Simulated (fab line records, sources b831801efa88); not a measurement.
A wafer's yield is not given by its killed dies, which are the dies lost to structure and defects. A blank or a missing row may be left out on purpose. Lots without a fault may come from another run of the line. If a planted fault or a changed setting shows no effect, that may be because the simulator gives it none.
Matching of chambers | flow gf180mcu | GF_V2_CMP_04 on cmp-02: 4 sister chambers
The step polishes SiO2. 4 wafers are shown with their chamber, then 8 later ones without.

== EACH WAFER AND ITS CHAMBER ==
wafer  | chamber | motor-current-A (A)
L199.3 | 1       | 12.3
L202.6 | 2       | 9.8
L203.5 | 3       | 12.0
L210.4 | 0       | 11.0

== WAFERS WITH NO CHAMBER GIVEN ==
wafer  | motor-current-A (A)
L210.5 | 9.6
L210.6 | 12.1
L213.4 | 11.9
L213.5 | 9.8
L213.6 | 12.9
L215.2 | 13.6
L215.3 | 9.6
L215.5 | 9.5

== WHICH CHAMBER EACH ONE RAN IN ==
wafer  | from the rows above          | in truth
L210.5 | 2                            | 2
L210.6 | can't be placed: 3 or 1 or 0 | 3
L213.4 | can't be placed: 3 or 1 or 0 | 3
L213.5 | 2                            | 2
L213.6 | can't be placed: 1 or 3      | 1
L215.2 | can't be placed: 1 or 3      | 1
L215.3 | 2                            | 2
L215.5 | 2                            | 2
Correct placement for 4 of the 8. These rows do not allow placing 4 (true chamber among the candidates in 4). 0 placed wrongly.
How it was worked out, from the rows above alone: a wafer's distance from a chamber is the root of the sum, over the readings, of the square of ((its reading less the chamber's mean) divided by the reading's scatter). The wafer belongs to the nearest chamber; if the next one is less than 2 further off, it can't be placed. Each chamber's mean is taken over the wafers shown for it. The scatter (one wafer shown for each chamber): square how far every hidden wafer sits from the nearest shown wafer, average those squares and take the square root.
